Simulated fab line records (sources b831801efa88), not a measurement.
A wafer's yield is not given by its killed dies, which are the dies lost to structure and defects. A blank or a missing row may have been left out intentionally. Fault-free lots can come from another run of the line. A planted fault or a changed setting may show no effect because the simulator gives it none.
fab line records ; flow sfq_line
[record] lots = 12; wafers = 36; last_day = 87
route steps=325 shown I3@134 I4@173 JJ@183 I5@235
lots untouched by any fault: they come from a run of this same line in which no faults occurred
start_h: hours from the record's first day to the start of the lot's first wafer shown ; wait_h: how many hours have passed since the lot's step before this one ; " unchanged from the row above ; L1.1+2: one row covering several wafers at once ; - no value, or no start was given ; * or withheld: withheld ; < > ~ a bound
route shown NAME@n: a module of which the file shows steps, and the number in the route of the first ; usual: mean/standard deviation taken from wafers without a fault ; same: alike in all rows ; chamber/n: place in a boat ; sites: the reading at each site ; _std_site: the standard deviation of these ; _edge_site: inner sites' mean taken away from outer sites' mean ; radius_mm: how far each site lies from the wafer's centre ; mask NAME#n: copy n ; behind: the most recent tool/chamber to have shaped the wafer ; hold: why the lot was held/for how many hours/how that ended ; device: the transistor (n, p or np) that didn't switch ; end of line: tests of these same wafers at the route's end ; a step with no rows: only its recipe ; killed: dies that structure and defects cost at the first sort, which is not the same as the wafer's yield ; map: a wafer's dies, x killed, . not, _ none there
set.NAME: the run value of the setting; set.NAME@STEP: its run value at that earlier step ; model.NAME: the simulator's own value behind a step, which no gauge read
one table for each step of the route and one row for each wafer, over a sample of lots
services: the hour from which a tool's chamber was out of use, counted from the record's first day as start_h (under 0 if before that day), plus the number of hours and why
[[steps]]
[step SFQ_TRILAYER_I3_CMP_CMP_082]
[recipe] material = SiO2; down_force_psi = 3; platen_rpm = 60; pad_velocity_m_s = 0.94248
[usual] motor_current_A = 10.0/1.5; time_to_endpoint_s = 218/7.1
lot.wafer;tool;chamber;start_h;wait_h;motor_current_A;time_to_endpoint_s
L146.1;cmp-02;2;1013.00;4.2;9.2;224
L146.5;cmp-02;3;1013.00;4.2;8.8;225
L146.6;cmp-02;0;1013.00;4.2;10.0;230
L147.3;cmp-02;1;1019.36;0.5;11.9;219
L147.4;cmp-02;2;1019.36;0.5;9.6;220
L147.1;cmp-02;3;1019.36;0.5;9.1;210
L150.1;cmp-01;3;1065.28;9.0;13.2;210
L150.6;cmp-01;0;1065.28;9.0;8.8;215
L150.5;cmp-01;1;1065.28;9.0;10.0;225
L155.3;cmp-02;2;1107.30;6.8;8.8;214
L155.6;cmp-02;0;1108.30;7.7;10.4;204
L155.5;cmp-02;1;1108.30;7.7;11.5;217
L160.1;cmp-01;0;1145.39;12.1;9.1;211
L160.5;cmp-01;2;1146.39;13.1;8.2;208
L160.6;cmp-01;3;1146.39;13.1;12.6;227
L162.1;cmp-01;1;1159.60;10.7;10.4;218
L162.3;cmp-01;2;1159.60;10.7;8.5;222
L162.4;cmp-01;3;1159.60;10.7;12.7;243
L163.4;cmp-01;3;1162.10;10.8;12.9;231
L163.1;cmp-01;1;1163.10;11.8;9.9;215
L163.3;cmp-01;2;1163.10;11.8;8.4;207
L165.1;cmp-01;3;1186.63;5.2;13.1;220
L165.4;cmp-01;1;1187.63;6.2;9.7;225
L165.5;cmp-01;2;1187.63;6.2;7.6;224
L166.3;cmp-01;2;1198.63;5.2;8.0;217
L166.4;cmp-01;3;1198.63;5.2;13.1;233
L166.2;cmp-01;0;1198.63;5.2;8.4;212
L167.3;cmp-01;2;1201.63;4.6;7.8;209
L167.1;cmp-01;3;1201.63;4.6;12.8;220
L167.5;cmp-01;1;1203.13;6.1;9.7;219
L168.1;cmp-01;0;1204.13;3.5;8.9;214
L168.3;cmp-01;1;1204.13;3.5;9.7;214
L168.6;cmp-01;1;1206.63;6.0;9.5;223
L169.2;cmp-02;2;1209.80;3.2;9.1;219
L169.6;cmp-02;3;1209.80;3.2;9.1;224
L169.5;cmp-02;0;1209.80;3.2;10.3;223
[step SFQ_TRILAYER_I3_METRO_MEASURE_083]
[usual] thk_nm = 200.3/0.99
lot.wafer;tool;chamber;start_h;wait_h;thk_nm
L146.1;film_metro-01;-;1014.62;0.1;199.8
L146.5;film_metro-01;-;1014.62;0.1;198.7
L146.6;film_metro-01;-;1014.62;0.1;200.4
L147.1;film_metro-03;-;1021.98;0.1;200.0
L147.3;film_metro-03;-;1021.98;0.1;199.4
L147.4;film_metro-03;-;1021.98;0.1;200.8
L150.1;film_metro-01;-;1066.90;0.1;201.3
L150.5;film_metro-01;-;1066.90;0.1;199.4
L150.6;film_metro-01;-;1066.90;0.1;199.1
L155.3;film_metro-01;-;1109.82;0.5;200.1
L155.5;film_metro-01;-;1109.82;0.5;199.7
L155.6;film_metro-01;-;1109.82;0.5;219.6
L160.1;film_metro-01;-;1147.51;0.1;199.9
L160.5;film_metro-01;-;1147.51;0.1;201.2
L160.6;film_metro-01;-;1147.51;0.1;200.6
L162.1;film_metro-02;-;1162.22;0.1;199.9
L162.3;film_metro-02;-;1162.22;0.1;200.9
L162.4;film_metro-02;-;1162.22;0.1;201.8
L163.1;film_metro-01;-;1165.22;0.1;201.5
L163.3;film_metro-01;-;1165.22;0.1;200.1
L163.4;film_metro-01;-;1165.22;0.1;202.4
L165.1;film_metro-03;-;1189.25;0.1;201.3
L165.4;film_metro-03;-;1189.25;0.1;200.2
L165.5;film_metro-03;-;1189.25;0.1;200.3
L166.2;film_metro-01;-;1201.45;0.3;199.0
L166.3;film_metro-01;-;1201.45;0.3;199.7
L166.4;film_metro-01;-;1201.45;0.3;199.9
L167.1;film_metro-03;-;1204.25;0.1;200.5
L167.3;film_metro-03;-;1204.25;0.1;201.0
L167.5;film_metro-03;-;1204.25;0.1;201.0
L168.1;film_metro-03;-;1207.25;0.1;199.0
L168.3;film_metro-03;-;1207.25;0.1;200.9
L168.6;film_metro-03;-;1207.25;0.1;200.4
L169.2;film_metro-02;-;1211.62;0.3;201.0
L169.5;film_metro-02;-;1211.62;0.3;200.4
L169.6;film_metro-02;-;1211.62;0.3;202.5
[step SFQ_TRILAYER_I3_VIA_ETCH_VIA_ETCH_088]
[recipe] target = SiO2; stop_on = Nb; mask_material = PR; taper_deg = 20; chemistry = CHF3; target_depth_nm = 260; source_w = 500; bias_w = 80; pressure_mtorr = 30; time_s = withheld
[usual] drypump_motor_current_A = 5.7/0.49; oes_product_au = 0.856/0.0053
lot.wafer;tool;chamber;start_h;wait_h;drypump_motor_current_A;oes_product_au
L146.1;rie_diel-03;3;1018.14;0.0;6.3;0.853
L146.5;rie_diel-03;3;1018.14;0.0;6.3;0.849
L146.6;rie_diel-03;0;1018.14;0.0;6.1;0.873
L147.1;rie_diel-03;2;1025.58;0.0;6.7;0.856
L147.3;rie_diel-03;1;1025.58;0.0;5.2;0.856
L147.4;rie_diel-03;1;1025.58;0.0;5.2;0.861
L150.1;rie_diel-02;0;1074.52;0.0;5.7;0.854
L150.5;rie_diel-02;0;1074.52;0.0;5.6;0.857
L150.6;rie_diel-02;2;1074.52;0.0;6.0;0.854
L155.3;rie_diel-02;2;1243.90;0.0;6.0;0.858
L155.5;rie_diel-02;2;1243.90;0.0;6.0;0.856
L155.6;rie_diel-02;3;1243.90;0.0;5.6;0.907
L160.1;rie_diel-03;2;1276.30;0.0;6.6;0.857
L160.5;rie_diel-03;3;1276.30;0.0;6.3;0.860
L160.6;rie_diel-03;0;1276.30;0.0;6.1;0.854
L162.1;rie_diel-03;3;1287.10;0.0;6.3;0.857
L162.3;rie_diel-03;1;1287.10;0.0;5.2;0.865
L162.4;rie_diel-03;2;1287.10;0.0;6.7;0.855
L163.1;rie_diel-02;2;1290.70;0.0;6.0;0.858
L163.3;rie_diel-02;1;1290.70;0.0;4.9;0.855
L163.4;rie_diel-02;0;1290.70;0.0;5.6;0.857
L165.1;rie_diel-04;0;1309.90;0.0;5.3;0.854
L165.4;rie_diel-04;2;1309.90;0.0;5.6;0.853
L165.5;rie_diel-04;1;1309.90;0.0;6.0;0.856
L166.2;rie_diel-02;0;1324.30;0.0;5.6;0.855
L166.3;rie_diel-02;1;1324.30;0.0;5.0;0.855
L166.4;rie_diel-02;3;1324.30;0.0;5.5;0.861
L167.1;rie_diel-03;0;1325.50;0.0;6.1;0.853
L167.3;rie_diel-03;3;1325.50;0.0;6.3;0.861
L167.5;rie_diel-03;0;1325.50;0.0;6.1;0.855
L168.1;rie_diel-04;2;1327.83;0.0;5.6;0.866
L168.3;rie_diel-04;3;1327.83;0.0;5.4;0.855
L168.6;rie_diel-04;2;1327.83;0.0;5.6;0.860
L169.2;rie_diel-02;1;1335.03;0.0;4.9;0.859
L169.5;rie_diel-02;0;1335.03;0.0;5.6;0.853
L169.6;rie_diel-02;3;1335.03;0.0;5.5;0.864
[step SFQ_I4_OVL_MEAS_928]
[usual] I4_OVL = -2/5.5
lot.wafer;tool;chamber;start_h;wait_h;I4_OVL[nm]
L146.1;overlay-02;-;1297.82;0.1;-4
L146.5;overlay-02;-;1297.82;0.1;-4
L146.6;overlay-02;-;1297.82;0.1;-6
L147.1;overlay-02;-;1302.62;0.1;-2
L147.3;overlay-02;-;1302.62;0.1;5
L147.4;overlay-02;-;1302.62;0.1;8
L150.1;overlay-01;-;1343.35;0.1;-2
L150.5;overlay-01;-;1343.35;0.1;0
L150.6;overlay-01;-;1343.35;0.1;2
L155.3;overlay-01;-;1392.69;0.1;-10
L155.5;overlay-01;-;1392.69;0.1;-9
L155.6;overlay-01;-;1392.69;0.1;-12
L160.1;overlay-01;-;1414.27;0.1;-5
L160.5;overlay-01;-;1414.27;0.1;-2
L160.6;overlay-01;-;1414.27;0.1;4
L162.1;overlay-02;-;1425.07;0.1;1
L162.3;overlay-02;-;1425.07;0.1;-2
L162.4;overlay-02;-;1425.07;0.1;-2
L163.1;overlay-01;-;1427.47;0.1;3
L163.3;overlay-01;-;1427.47;0.1;0
L163.4;overlay-01;-;1427.47;0.1;1
L165.1;overlay-02;-;1430.05;0.1;-9
L165.4;overlay-02;-;1430.05;0.1;-5
L165.5;overlay-02;-;1430.05;0.1;-3
L166.2;overlay-01;-;1458.75;0.1;-1
L166.3;overlay-01;-;1458.75;0.1;-3
L166.4;overlay-01;-;1458.75;0.1;6
L167.1;overlay-01;-;1462.18;0.1;4
L167.3;overlay-01;-;1462.18;0.1;-6
L167.5;overlay-01;-;1462.18;0.1;2
L168.1;overlay-01;-;1464.58;0.1;-2
L168.3;overlay-01;-;1464.58;0.1;1
L168.6;overlay-01;-;1464.58;0.1;-1
L169.2;overlay-01;-;1470.19;0.1;-10
L169.5;overlay-01;-;1470.19;0.1;-8
L169.6;overlay-01;-;1470.19;0.1;-8
[step SFQ_JJ_RS_MEAS_929]
[recipe] thk_meas_gauge = four-point-probe; reads = Nb_of_TRILAYER_JJ_TRILAYER_DEP_SPUTTER_112
[usual] JJ_NB_RS = 1.053/0.015
lot.wafer;tool;chamber;start_h;wait_h;JJ_NB_RS[ohm/sq]
L146.1;film_metro-01;-;1299.99;0.0;1.067
L146.5;film_metro-01;-;1299.99;0.0;1.078
L146.6;film_metro-01;-;1299.99;0.0;1.065
L147.1;film_metro-01;-;1304.79;0.0;1.047
L147.3;film_metro-01;-;1304.79;0.0;1.050
L147.4;film_metro-01;-;1304.79;0.0;1.037
L150.1;film_metro-02;-;1345.52;0.0;1.057
L150.5;film_metro-02;-;1345.52;0.0;1.048
L150.6;film_metro-02;-;1345.52;0.0;1.049
L155.3;film_metro-04;-;1394.88;0.1;1.061
L155.5;film_metro-04;-;1394.88;0.1;1.060
L155.6;film_metro-04;-;1394.88;0.1;1.070
L160.1;film_metro-01;-;1416.61;0.0;1.043
L160.5;film_metro-01;-;1416.61;0.0;1.044
L160.6;film_metro-01;-;1416.61;0.0;1.043
L162.1;film_metro-01;-;1427.26;0.0;1.042
L162.3;film_metro-01;-;1427.26;0.0;1.076
L162.4;film_metro-01;-;1427.26;0.0;1.049
L163.1;film_metro-02;-;1429.81;0.0;1.061
L163.3;film_metro-02;-;1429.81;0.0;1.049
L163.4;film_metro-02;-;1429.81;0.0;1.047
L165.1;film_metro-01;-;1432.23;0.0;1.045
L165.4;film_metro-01;-;1432.23;0.0;1.060
L165.5;film_metro-01;-;1432.23;0.0;1.036
L166.2;film_metro-01;-;1460.93;0.1;1.043
L166.3;film_metro-01;-;1460.93;0.1;1.073
L166.4;film_metro-01;-;1460.93;0.1;1.058
L167.1;film_metro-01;-;1464.34;0.0;1.056
L167.3;film_metro-01;-;1464.34;0.0;1.077
L167.5;film_metro-01;-;1464.34;0.0;1.054
L168.1;film_metro-04;-;1466.74;0.0;1.052
L168.3;film_metro-04;-;1466.74;0.0;1.064
L168.6;film_metro-04;-;1466.74;0.0;1.065
L169.2;film_metro-04;-;1472.37;0.1;1.075
L169.5;film_metro-04;-;1472.37;0.1;1.074
L169.6;film_metro-04;-;1472.37;0.1;1.068
[step SFQ_I5_OVL_MEAS_936]
[usual] I5_OVL = 0/5.5
lot.wafer;tool;chamber;start_h;wait_h;I5_OVL[nm]
L146.1;overlay-02;-;1454.98;0.1;-9
L146.5;overlay-02;-;1454.98;0.1;-1
L146.6;overlay-02;-;1454.98;0.1;-4
L147.1;overlay-02;-;1457.38;0.1;0
L147.3;overlay-02;-;1457.38;0.1;-3
L147.4;overlay-02;-;1457.38;0.1;-2
L150.1;overlay-02;-;1686.82;0.1;0
L150.5;overlay-02;-;1686.82;0.1;-6
L150.6;overlay-02;-;1686.82;0.1;-5
L155.3;overlay-02;-;1733.53;0.1;6
L155.5;overlay-02;-;1733.53;0.1;11
L155.6;overlay-02;-;1733.53;0.1;14
L160.1;overlay-01;-;1753.92;0.1;7
L160.5;overlay-01;-;1753.92;0.1;3
L160.6;overlay-01;-;1753.92;0.1;6
L162.1;overlay-02;-;1759.92;0.1;8
L162.3;overlay-02;-;1759.92;0.1;0
L162.4;overlay-02;-;1759.92;0.1;5
L163.1;overlay-01;-;1762.32;0.1;-3
L163.3;overlay-01;-;1762.32;0.1;5
L163.4;overlay-01;-;1762.32;0.1;1
L165.1;overlay-02;-;1767.12;0.1;-3
L165.4;overlay-02;-;1767.12;0.1;-7
L165.5;overlay-02;-;1767.12;0.1;-11
L166.2;overlay-01;-;1775.53;0.1;-4
L166.3;overlay-01;-;1775.53;0.1;4
L166.4;overlay-01;-;1775.53;0.1;-2
L167.1;overlay-01;-;1777.92;0.1;12
L167.3;overlay-01;-;1777.92;0.1;8
L167.5;overlay-01;-;1777.92;0.1;7
L168.1;overlay-02;-;1781.52;0.1;11
L168.3;overlay-02;-;1781.52;0.1;6
L168.6;overlay-02;-;1781.52;0.1;4
L169.2;overlay-02;-;1787.53;0.1;0
L169.5;overlay-02;-;1787.53;0.1;6
L169.6;overlay-02;-;1787.53;0.1;-1
[[services]]
tool;chamber;start_h;hours;kind
film_metro-03;-;993.68;0.4;pm
cmp-01;-;1006.71;5.4;pm
film_metro-03;-;1018.82;0.5;pm
rie_diel-03;0;1023.52;5.6;repair
cmp-02;-;1032.43;1.6;repair
cmp-02;-;1033.72;5.7;repair
cmp-02;-;1043.75;20.8;pm
rie_diel-03;0;1049.14;31.8;repair
rie_diel-02;3;1055.53;20.1;repair
film_metro-03;-;1057.52;2.1;pm
film_metro-03;-;1059.92;0.2;pm
cmp-02;-;1089.09;2.7;repair
cmp-01;-;1102.38;15.0;pm
film_metro-01;-;1116.62;0.7;pm
film_metro-01;-;1135.41;1.0;pm
cmp-01;-;1150.23;2.9;repair
cmp-01;-;1185.59;0.5;repair
rie_diel-03;1;1187.44;4.3;repair
film_metro-01;-;1197.62;1.9;pm
cmp-01;-;1245.75;0.6;repair
cmp-01;-;1252.40;4.0;pm
rie_diel-02;3;1267.74;6.2;repair
cmp-01;-;1326.89;1.7;repair
rie_diel-03;1;1332.05;6.0;repair
[[key]]
[first_sign] step = SFQ_TRILAYER_I3_METRO_MEASURE_083; reading = thk_nm; direction = up; sigmas = 20; usual = 200.3; struck = 219.6
[effect] step = SFQ_TRILAYER_I3_VIA_ETCH_VIA_ETCH_088; reading = oes_product_au; direction = up; sigmas = 9.8; usual = 0.856; struck = 0.907
met_at SFQ_TRILAYER_I3_CMP_CMP_082
struck_lots L155
struck_wafers L155.6
not_acting_at SFQ_I4_OVL_MEAS_928,SFQ_JJ_RS_MEAS_929,SFQ_I5_OVL_MEAS_936
onset_between 1013.00 1107.30
[fault] kind = process_parameter_drift; tool = cmp-02; chamber = 0; onset_h = 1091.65; steps = SFQ_TRILAYER_I3_CMP_CMP_082; channel = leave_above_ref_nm; offset = 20; shape = step; end_h = 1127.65; acts_in = these_recipes_only; stated = 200
